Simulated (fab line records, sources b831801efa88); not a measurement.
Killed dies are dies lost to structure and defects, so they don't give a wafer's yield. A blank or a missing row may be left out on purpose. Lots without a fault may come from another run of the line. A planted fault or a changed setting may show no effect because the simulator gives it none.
fab line records | flow sky130
record lots=6 wafers=18 last_day=50
route steps=708 shown VIA4@651 METAL5@661 PAD_OPEN@708
lots that met no fault: from a run of the same line without faults
start_h: hours from the record's first day to the start of the lot's first wafer shown | wait_h: hours since the lot's step before | " the same as in the row above | L1.1+2: a row that stands for several wafers | - no value, or no start given | * or withheld: withheld | < > ~ a bound
route shown NAME@n: a module of which the file shows steps, and the number in the route of the first | usual: mean/standard deviation of fault-free wafers | same: alike in all rows | chamber/n: place in a boat | sites: the reading at each site | _std_site: their standard deviation | _edge_site: outer sites' mean less inner sites' | radius_mm: how far each site lies from the wafer's centre | mask NAME#n: copy n | behind: the tool/chamber that last shaped the wafer | hold: why the lot was held/for how many hours/how that ended | device: the transistor (n, p or np) that didn't switch | end of line: the same wafers' tests at the end of the route | a step without rows: its recipe alone | killed: dies lost to structure and defects at the first sort, not the wafer's yield | map: a wafer's dies, x killed, . not, _ none there
set.NAME: the setting as run; set.NAME@STEP: as run at that earlier step | model.NAME: the simulator's own value behind a step, which no gauge read
lots at some steps of the route; a table a step, a row a wafer
services: from which hour (start_h, from the record's first day; less than 0 if before it) a tool's chamber was out of use, for how many hours, and why
## steps
# step SKY_VIA4_ETCH_12
# recipe target=SiO2 chemistry=C4F8/O2/Ar stop_on=TiN mask_material=NOVOLAK source_w=1500 bias_w=1200 pressure_mtorr=40 c4f8_flow_sccm=withheld O2_flow_sccm=6 Ar_flow_sccm=300 time_s=withheld target_depth_a=5800
# usual oes_product_au=0.926/0.005
# columns lot.wafer tool chamber start_h wait_h oes_product_au
L464.2 rie_diel-04 0 997.87 0.0 0.930
L464.3 " 1 " " 0.924
L464.5 " 3 " " 0.929
L472.1 rie_diel-04 0 1062.42 0.0 0.927
L472.3 " 3 " " 0.921
L472.4 " 2 " " 0.928
L474.1 rie_diel-04 0 1076.07 0.0 0.927
L474.5 " 3 " " 0.925
L474.6 " 2 " " 0.923
L483.1 rie_diel-02 0 1127.59 0.0 0.926
L483.3 " 2 " " 0.929
L483.4 " 3 " " 0.929
L485.1 rie_diel-04 1 1134.57 0.0 0.931
L485.2 " 3 " " 0.928
L485.3 " 2 " " 0.926
L487.3 rie_diel-04 0 1145.64 0.0 0.930
L487.4 " 1 " " 0.927
L487.6 " 1 " " 0.932
# step SKY_VIA4_STRIP_13
# recipe chemistry=O2/N2 power_w=1400 pressure_mtorr=1500 platen_temp_c=withheld o2_flow_sccm=3000 n2_flow_sccm=300 overash_fraction=0.5
# usual drypump_motor_current_A=6.0/0.4 oes_product_au=0.709/0.005 strip_time_to_endpoint_s=12.80/0.032
# columns lot.wafer tool chamber start_h wait_h drypump_motor_current_A oes_product_au rf_hours_counter_h strip_time_to_endpoint_s
L464.2 plasma_asher-02 0 997.94 - 6.6 0.711 50 12.79
L464.3 " 0 " " 6.6 0.706 - 12.83
L464.5 " 0 " " 6.5 0.704 - 12.78
L472.1 plasma_asher-02 0 1062.49 - 6.5 0.715 56 12.85
L472.3 " 1 " " 5.7 0.702 - 12.79
L472.4 " 0 " " 6.6 0.712 - 12.83
L474.1 plasma_asher-03 1 1076.14 - 6.4 0.714 35 12.82
L474.5 " 0 " " 5.4 0.711 - 12.79
L474.6 " 1 " " 6.4 0.706 - 12.80
L483.1 plasma_asher-04 0 1127.66 - 5.7 0.702 6 12.82
L483.3 " 0 " " 5.6 0.708 - 12.82
L483.4 " 1 " " 6.0 0.709 - 12.82
L485.1 plasma_asher-03 1 1134.64 - 6.4 0.706 40 12.78
L485.2 " 0 " " 5.4 0.717 40 12.78
L485.3 " 0 " " 5.4 0.719 - 12.82
L487.3 plasma_asher-03 0 1145.75 - 5.4 0.708 - 12.81
L487.4 " 1 " " 6.4 0.706 - 12.79
L487.6 " 1 " " 6.4 0.703 - 12.82
# step SKY_VIA4_STRIP_14
# recipe chemistry=post_etch_residue_remover time_s=1200 temp_c=72.5
# step SKY_VIA4_CLEAN_15
# recipe chemistry=IPA time_s=180 temp_c=25
# step SKY_VIA4_CLEAN_16
# recipe chemistry=O3/DIW dry=n2_spin
# step SKY_VIA4_SPUTTER_17
# recipe material=TiN target_thk_nm=20 chamber_pressure_pa=5 power_w=4000 time_s=80
# step SKY_VIA4_CVD_18
# recipe material=W target_thk_nm=505 time_s=152.14 temp_c=400 pressure_torr=40
# usual chamber_pressure_Torr=40.01/0.092 heater_power_w=759/79
# columns lot.wafer tool chamber start_h wait_h chamber_pressure_Torr heater_power_w
L464.2 cvd_w-01 1 998.59 0.0 40.08 676
L464.3 " 1 " " 40.14 690
L464.5 " 0 " " 40.10 828
L472.1 cvd_w-01 1 1063.18 0.0 40.04 693
L472.3 " 1 " " 40.08 687
L472.4 " 0 " " 39.88 877
L474.1 cvd_w-01 1 1076.86 0.0 40.12 670
L474.5 " 1 " " 40.11 706
L474.6 " 0 " " 40.00 855
L483.1 cvd_w-02 0 1128.32 0.0 39.90 684
L483.3 " 0 " " 40.09 704
L483.4 " 0 " " 40.02 682
L485.1 cvd_w-01 0 1135.30 0.0 40.13 876
L485.2 " 1 " " 40.15 701
L485.3 " 0 " " 40.03 860
L487.3 cvd_w-01 0 1146.42 0.1 39.99 869
L487.4 " 1 " " 40.06 694
L487.6 " 0 " " 39.94 881
# step SKY_VIA4_RS_MEAS_19
# recipe thk_meas_gauge=four-point-probe reads=W_of_VIA4_CVD_18+TiN_of_VIA4_SPUTTER_17
# usual VIA4_W_RS=0.2274/0.0024
# columns lot.wafer tool chamber start_h wait_h VIA4_W_RS[ohm/sq]
L464.2 film_metro-02 - 998.76 0.1 0.2275
L464.3 " - " " 0.2280
L464.5 " - " " 0.2259
L472.1 film_metro-01 - 1063.33 0.1 0.2262
L472.3 " - " " 0.2255
L472.4 " - " " 0.2265
L474.1 film_metro-02 - 1077.01 0.1 0.2255
L474.5 " - " " 0.2265
L474.6 " - " " 0.2236
L483.1 film_metro-01 - 1128.62 0.3 0.2303
L483.3 " - " " 0.2298
L483.4 " - " " 0.2293
L485.1 film_metro-01 - 1135.45 0.1 0.2287
L485.2 " - " " 0.2253
L485.3 " - " " 0.2255
L487.3 film_metro-01 - 1146.56 0.1 0.2296
L487.4 " - " " 0.2280
L487.6 " - " " 0.2311
# step SKY_VIA4_THK_MEAS_20
# recipe thk_meas_gauge=xrf reads=W_of_VIA4_CVD_18
# usual VIA4_W_THK=501/6
# columns lot.wafer tool chamber start_h wait_h VIA4_W_THK[nm]
L464.2 film_metro-02 - 998.87 0.1 497
L464.3 " - " " 500
L464.5 " - " " 503
L472.1 film_metro-01 - 1063.45 0.1 512
L472.3 " - " " 510
L472.4 " - " " 510
L474.1 film_metro-02 - 1077.13 0.1 505
L474.5 " - " " 502
L474.6 " - " " 509
L483.1 film_metro-01 - 1128.74 0.1 495
L483.3 " - " " 493
L483.4 " - " " 494
L485.1 film_metro-01 - 1135.57 0.1 497
L485.2 " - " " 506
L485.3 " - " " 501
L487.3 film_metro-01 - 1146.66 0.1 493
L487.4 " - " " 498
L487.6 " - " " 491
# step SKY_VIA4_CMP_21
# recipe stop_on=SiO2 t_overpolish_s=25 down_force_psi=3.5 platen_rpm=60 target_thk_nm=0 pad_velocity_m_s=0.94248
# usual motor_current_A=11.5/1.3 overpolish_run_s=25.000/0.0086 time_to_endpoint_s=119/4
# columns lot.wafer tool chamber start_h wait_h motor_current_A overpolish_run_s time_to_endpoint_s
L464.3 cmp-02 1 998.92 0.0 12.8 25.019 117
L464.2 " 3 " " 12.5 25.005 122
L464.5 " 1 " " 11.6 25.004 114
L472.4 cmp-01 1 1063.80 0.3 8.4 25.000 125
L472.3 " 3 " " 10.8 24.990 129
L472.1 " 0 " " 13.7 24.993 126
L474.1 cmp-02 1 1077.34 0.2 11.0 25.020 114
L474.6 " 2 " " 12.1 25.006 118
L474.5 " 3 " " 12.6 24.997 122
L483.4 cmp-01 1 1128.80 0.0 8.3 24.997 116
L483.1 " 3 " " 10.6 25.015 117
L483.3 " 0 " " 12.4 25.005 110
L485.1 cmp-01 2 1135.92 0.3 12.7 25.002 114
L485.3 " 3 " " 10.8 25.003 121
L485.2 " 1 " " 8.5 24.996 122
L487.3 cmp-02 1 1146.80 0.1 12.2 24.993 114
L487.4 " 2 " " 11.3 25.013 116
L487.6 " 3 " " 12.9 25.007 113
# step SKY_METAL5_SPUTTER_00
# recipe material=Ti target_thk_nm=15 power_w=3000 time_s=10 chamber_pressure_pa=0.4
# step SKY_METAL5_SPUTTER_01
# recipe material=TiN target_thk_nm=20 power_w=6500 time_s=16.7 chamber_pressure_pa=0.4
# step SKY_METAL5_SPUTTER_02
# recipe material=AlCu target_thk_nm=1150 power_w=10600 time_s=61.2 chamber_pressure_pa=0.4
# usual throttle_valve_pct=30.2/0.57
# columns lot.wafer tool chamber start_h wait_h throttle_valve_pct model.AlCu_of_METAL5_SPUTTER_02.thk_nm
L464.2 pvd_sputter-01 - 999.27 0.0 29.9 1134
L464.3 " - " " 29.4 1145
L464.5 " - " " 29.4 1137
L472.1 pvd_sputter-01 - 1064.14 0.0 29.7 1147
L472.3 " - " " 30.1 1151
L472.4 " - " " 31.8 1161
L474.1 pvd_sputter-02 - 1077.54 0.0 30.0 1164
L474.5 " - " " 30.7 1149
L474.6 " - " " 30.1 1157
L483.1 pvd_sputter-01 - 1129.15 0.0 30.2 1129
L483.3 " - " " 29.5 1382
L483.4 " - " " 29.9 1130
L485.1 pvd_sputter-01 - 1136.27 0.0 31.6 1141
L485.2 " - " " 29.7 1387
L485.3 " - " " 30.2 1380
L487.3 pvd_sputter-03 - 1147.05 0.0 30.5 1174
L487.4 " - " " 30.8 1152
L487.6 " - " " 30.3 1171
# step SKY_METAL5_SPUTTER_03
# recipe material=Ti target_thk_nm=5 power_w=3000 time_s=3.3 chamber_pressure_pa=0.4
# step SKY_METAL5_SPUTTER_04
# recipe material=TiN target_thk_nm=70 power_w=6500 time_s=58.3 chamber_pressure_pa=0.4
# usual throttle_valve_pct=30.2/0.58
# columns lot.wafer tool chamber start_h wait_h throttle_valve_pct
L464.2 pvd_sputter-01 - 999.34 0.0 30.1
L464.3 " - " " 30.0
L464.5 " - " " 29.8
L472.1 pvd_sputter-01 - 1064.21 0.0 29.6
L472.3 " - " " 30.1
L472.4 " - " " 31.4
L474.1 pvd_sputter-02 - 1077.61 0.0 30.2
L474.5 " - " " 30.6
L474.6 " - " " 30.1
L483.1 pvd_sputter-01 - 1129.22 0.0 29.9
L483.3 " - " " 29.8
L483.4 " - " " 29.6
L485.1 pvd_sputter-01 - 1136.34 0.0 31.6
L485.2 " - " " 29.6
L485.3 " - " " 30.0
L487.3 pvd_sputter-03 - 1147.12 0.0 30.4
L487.4 " - " " 30.6
L487.6 " - " " 30.7
# step SKY_METAL5_RS_MEAS_05
# recipe thk_meas_gauge=four-point-probe reads=TiN_of_METAL5_SPUTTER_04+Ti_of_METAL5_SPUTTER_03+AlCu_of_METAL5_SPUTTER_02+TiN_of_METAL5_SPUTTER_01+Ti_of_METAL5_SPUTTER_00
# usual METAL5_ALCU_RS=0.02724/0.00026
# columns lot.wafer tool chamber start_h wait_h METAL5_ALCU_RS[ohm/sq]
L464.2 film_metro-03 - 999.41 0.0 0.02748
L464.3 " - " " 0.02726
L464.5 " - " " 0.02732
L472.1 film_metro-01 - 1064.26 0.0 0.02713
L472.3 " - " " 0.02705
L472.4 " - " " 0.02677
L474.1 film_metro-01 - 1077.66 0.0 0.02669
L474.5 " - " " 0.02715
L474.6 " - " " 0.02693
L483.1 film_metro-03 - 1129.27 0.0 0.02758
L483.3 " - " " 0.02252
L483.4 " - " " 0.02764
L485.1 film_metro-01 - 1136.38 0.0 0.02733
L485.2 " - " " 0.02245
L485.3 " - " " 0.02253
L487.3 film_metro-01 - 1147.21 0.1 0.02656
L487.4 " - " " 0.02705
L487.6 " - " " 0.02652
# step SKY_METAL5_THK_MEAS_06
# recipe thk_meas_gauge=xrf reads=AlCu_of_METAL5_SPUTTER_02
# usual METAL5_ALCU_THK=1143/12
# columns lot.wafer tool chamber start_h wait_h METAL5_ALCU_THK[nm]
L464.2 film_metro-03 - 999.52 0.1 1127
L464.3 " - " " 1142
L464.5 " - " " 1136
L472.1 film_metro-01 - 1064.38 0.1 1145
L472.3 " - " " 1151
L472.4 " - " " 1164
L474.1 film_metro-01 - 1077.78 0.1 1165
L474.5 " - " " 1141
L474.6 " - " " 1160
L483.1 film_metro-03 - 1129.39 0.1 1127
L483.3 " - " " 1373
L483.4 " - " " 1126
L485.1 film_metro-01 - 1136.50 0.1 1139
L485.2 " - " " 1385
L485.3 " - " " 1384
L487.3 film_metro-01 - 1147.31 0.1 1172
L487.4 " - " " 1156
L487.6 " - " " 1171
# step SKY_METAL5_DEHYDRATE_07
# recipe temp_c=200 time_s=60
# step SKY_METAL5_HMDS_08
# recipe prime_time_s=60 prime_temp_c=120
# step SKY_METAL5_COAT_09
# recipe resist=NOVOLAK spin_rpm=3000 resist_thk_nm=1800
# step SKY_METAL5_SOFTBAKE_10
# recipe temp_c=90 time_s=60 resist=NOVOLAK
# step SKY_METAL5_EXPOSE_11
# recipe mask_id=MM5 na=0.6 source_shape=conventional sigma_outer=0.6 polarization=unpolarized target_cd_nm=1600 dose_mj=190
# step SKY_METAL5_PEB_12
# recipe temp_c=withheld time_s=* resist=NOVOLAK
# step SKY_METAL5_DEVELOP_13
# recipe resist=NOVOLAK developer=TMAH develop_time_s=60 dev_temp_c=23
# step SKY_METAL5_DESCUM_14
# recipe chemistry=O2 source_power_w=150 bias_power_w=0 pressure_mtorr=10 temp_c=40 time_s=11
# step SKY_METAL5_METAL_ETCH_15
# recipe target_depth_a=12600 stop_on=SiO2 over_etch_frac=0.2 time_s=252 chemistry=Cl2/BCl3 resist_sidewall_deg=86 pressure_mtorr=10 icp_w=900 bias_w=48.5 Cl2_flow_sccm=60 bcl3_flow_sccm=30
# usual bcl3_flow_sccm=29.99/0.085 drypump_motor_current_A=5.84/0.26 oes_product_au=0.894/0.0053 throttle_valve_pct=22.265/0.01
# columns lot.wafer tool chamber start_h wait_h bcl3_flow_sccm drypump_motor_current_A oes_product_au rf_hours_counter_h throttle_valve_pct
L464.2 rie_metal-03 1 1022.69 0.0 30.01 6.46 0.890 10 22.281
L464.3 " 0 " " 30.12 5.57 0.888 - 22.267
L464.5 " 1 " " 29.97 6.46 0.901 - 22.268
L472.1 rie_metal-04 0 1085.06 0.0 30.10 5.70 0.896 0 22.260
L472.3 " 0 " " 30.04 5.73 0.899 - 22.245
L472.4 " 1 " " 30.21 5.68 0.892 - 22.264
L474.1 rie_metal-04 1 1098.13 0.0 29.90 5.71 0.885 20 22.294
L474.5 " 1 " " 29.98 5.68 0.891 - 22.275
L474.6 " 0 " " 29.91 5.70 0.893 - 22.262
L483.1 rie_metal-04 1 1147.74 0.0 30.08 5.67 0.896 24 22.261
L483.3 " 0 " " 30.08 5.72 0.970 - 22.264
L483.4 " 1 " " 29.98 5.65 0.894 - 22.275
L485.1 rie_metal-02 1 1154.58 0.0 29.76 6.01 0.886 23 22.257
L485.2 " 0 " " 29.80 5.85 0.971 27 22.252
L485.3 " 0 " " 29.94 5.86 0.968 - 22.273
L487.3 rie_metal-04 1 1164.20 0.1 30.03 5.66 0.893 - 22.280
L487.4 " 0 " " 29.94 5.71 0.889 - 22.268
L487.6 " 1 " " 30.02 5.67 0.897 - 22.275
# step SKY_METAL5_STRIP_16
# recipe chemistry=O2/N2 power_w=1400 pressure_mtorr=1500 platen_temp_c=withheld o2_flow_sccm=3000 n2_flow_sccm=300 overash_fraction=0.5
# step SKY_PAD_OPEN_PROBE_99
# columns lot.wafer tool chamber start_h wait_h model.etest.met5_comb.leak_log10_a_um model.etest.met5.rs_ohm_sq model.etest.met5.line_ohm_um
L464.2 prober-02 - 1070.49 0.1 -12.11 0.02761 0.0173
L464.3 prober-02 - 1070.54 0.2 -12.22 0.02731 0.01712
L464.5 prober-02 - 1070.64 0.2 -12.01 0.02747 0.01722
L472.1 prober-01 - 1129.18 0.1 -12.11 0.02743 0.01717
L472.3 prober-01 - 1129.28 0.2 -12.11 0.02699 0.01694
L472.4 prober-01 - 1129.33 0.2 -12.06 0.02733 0.01709
L474.1 prober-01 - 1140.48 0.1 -12.05 0.02666 0.01668
L474.5 prober-01 - 1140.68 0.2 -12.05 0.02701 0.0169
L474.6 prober-01 - 1140.73 0.2 -12.05 0.02737 0.01715
L483.1 prober-01 - 1185.31 0.1 -12.02 0.02759 0.01723
L483.3 prober-01 - 1185.41 0.2 -9.094 0.02243 0.01401
L483.4 prober-01 - 1185.46 0.2 -12.07 0.02757 0.01721
L485.1 prober-01 - 1191.35 0.1 -12.14 0.02744 0.01721
L485.3 prober-01 - 1191.45 0.2 -7.398 0.02259 0.01416
L487.3 prober-01 - 1199.30 0.2 -11.91 0.02675 0.01674
L487.4 prober-01 - 1199.35 0.2 -12.06 0.027 0.01691
L487.6 prober-01 - 1199.45 0.2 -11.72 0.0267 0.01669
# killed by level:class
L464.2 VIA2:geometric_particle:open=12 VIA1:geometric_particle:open=8 METAL1:geometric_particle:short=7 METAL2:geometric_particle:short=6 FIELD_ISO:geometric_particle:open=4 VIA1:geometric_particle:short=4 LOCAL_INTERCONNECT:geometric_particle:short=4 CONTACT:geometric_particle:open=4
L464.3 VIA1:geometric_particle:open=13 LOCAL_INTERCONNECT:geometric_particle:short=7 CONTACT:geometric_particle:open=6 VIA2:geometric_particle:open=6 VIA3:geometric_particle:open=6 POLY_GATE:geometric_particle:open=4 LI_CONTACT:geometric_particle:open=4 METAL4:geometric_particle:short=4
L464.5 VIA1:geometric_particle:open=10 METAL1:geometric_particle:short=6 VIA2:geometric_particle:short=5 VIA3:geometric_particle:open=5 FIELD_ISO:geometric_particle:short=4 POLY_GATE:geometric_particle:short=4 POLY_GATE:geometric_particle:open=4 LI_CONTACT:geometric_particle:open=4
L472.1 VIA1:geometric_particle:open=12 CONTACT:geometric_particle:open=11 LI_CONTACT:geometric_particle:open=10 VIA2:geometric_particle:open=7 FIELD_ISO:geometric_particle:open=6 METAL1:geometric_particle:short=6 CONTACT:geometric_particle:short=5 VIA1:geometric_particle:short=5
L472.3 VIA2:geometric_particle:open=10 VIA1:geometric_particle:open=9 FIELD_ISO:geometric_particle:open=6 METAL1:geometric_particle:short=6 METAL2:geometric_particle:short=6 LI_CONTACT:geometric_particle:open=5 VIA3:geometric_particle:open=5 LI_CONTACT:geometric_particle:short=4
L472.4 VIA1:geometric_particle:open=11 VIA1:geometric_particle:short=9 LI_CONTACT:geometric_particle:open=7 VIA3:geometric_particle:open=7 CONTACT:geometric_particle:open=5 METAL2:geometric_particle:short=5 VIA3:geometric_particle:short=5 FIELD_ISO:geometric_particle:short=4
L474.1 LI_CONTACT:geometric_particle:open=9 VIA1:geometric_particle:open=9 CONTACT:geometric_particle:open=8 VIA3:geometric_particle:short=8 LOCAL_INTERCONNECT:geometric_particle:short=5 VIA3:geometric_particle:open=5 METAL2:geometric_particle:short=4 CONTACT:geometric_particle:short=4
L474.5 METAL2:geometric_particle:short=9 CONTACT:geometric_particle:open=5 METAL1:geometric_particle:short=5 POLY_GATE:geometric_particle:open=4 LOCAL_INTERCONNECT:geometric_particle:short=4 VIA3:geometric_particle:short=4 FIELD_ISO:geometric_particle:open=3 METAL2:geometric_particle:open=3
L474.6 VIA1:geometric_particle:open=14 CONTACT:geometric_particle:open=13 VIA2:geometric_particle:open=9 LI_CONTACT:geometric_particle:short=6 LI_CONTACT:geometric_particle:open=6 METAL2:geometric_particle:short=6 POLY_GATE:geometric_particle:open=4 VIA1:geometric_particle:short=4
L487.3 VIA1:geometric_particle:open=10 METAL1:geometric_particle:short=8 LI_CONTACT:geometric_particle:open=6 METAL3:geometric_particle:short=5 CONTACT:geometric_particle:open=5 LOCAL_INTERCONNECT:geometric_particle:short=4 FIELD_ISO:geometric_particle:short=3 CONTACT:geometric_particle:short=3
L487.4 VIA1:geometric_particle:open=11 LI_CONTACT:geometric_particle:open=10 CONTACT:geometric_particle:open=9 METAL1:geometric_particle:short=6 LOCAL_INTERCONNECT:geometric_particle:short=5 FIELD_ISO:geometric_particle:open=4 FIELD_ISO:geometric_particle:short=3 VIA3:geometric_particle:short=3
L487.6 CONTACT:geometric_particle:open=11 VIA1:geometric_particle:open=10 FIELD_ISO:geometric_particle:open=8 LOCAL_INTERCONNECT:geometric_particle:short=6 METAL1:geometric_particle:short=6 VIA2:geometric_particle:open=6 FIELD_ISO:geometric_particle:short=5 CONTACT:geometric_particle:short=5
## services
# columns tool chamber start_h hours kind
rie_diel-02 3 975.59 6.5 repair
rie_metal-03 1 980.45 8.3 repair
rie_metal-03 - 983.64 14.6 pm
cmp-01 - 984.11 5.5 repair
cmp-02 - 994.94 0.5 repair
cvd_w-02 - 997.82 4.3 pm
rie_diel-02 - 998.64 4.3 pm
pvd_sputter-01 - 1000.17 5.3 repair
rie_metal-04 0 1001.31 3.9 repair
cmp-01 - 1012.44 4.8 pm
cmp-02 - 1025.75 2.5 repair
plasma_asher-04 - 1055.25 9.0 pm
cmp-02 - 1063.35 1.0 repair
rie_metal-03 - 1072.20 2.7 repair
rie_diel-04 1 1075.58 9.9 repair
plasma_asher-02 - 1077.38 2.8 pm
cmp-01 - 1084.26 4.0 pm
rie_metal-04 1 1107.58 4.5 repair
cvd_w-01 - 1109.06 2.1 repair
cmp-01 - 1119.95 0.5 repair
cmp-02 - 1148.55 1.1 repair
rie_diel-04 0 1148.58 16.7 repair
rie_diel-04 3 1157.77 11.8 repair
cmp-02 - 1161.72 1.8 repair
## key
first_sign step=SKY_METAL5_RS_MEAS_05 reading=METAL5_ALCU_RS direction=down sigmas=18 usual=0.02724 struck=0.0225
effect step=SKY_METAL5_THK_MEAS_06 reading=METAL5_ALCU_THK direction=up sigmas=20 usual=1143 struck=1381
effect step=SKY_METAL5_METAL_ETCH_15 reading=oes_product_au direction=up sigmas=14 usual=0.894 struck=0.970
model_effect step=SKY_METAL5_SPUTTER_02 value=AlCu_of_METAL5_SPUTTER_02.thk_nm without=1137 struck=1383
model_effect step=SKY_PAD_OPEN_PROBE_99 value=etest.met5_comb.leak_log10_a_um without=-11.95 struck=-8.246
met_at SKY_METAL5_SPUTTER_02
struck_wafers L483.3,L485.2,L485.3
sort_left_out L483.3,L485.2,L485.3
onset_between 1064.14 1129.15
fault kind=process_parameter_drift tool=pvd_sputter-01 chamber=- onset_h=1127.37 steps=SKY_METAL5_SPUTTER_02 channel=target_thk_nm offset=245.4 shape=step end_h=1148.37 scope=struck_wafers_only acts_in=these_recipes_only stated=1150
# sort_left_out: the simulated sort isn't trusted on such a fault, so these wafers' sort isn't shown, and their yield isn't known
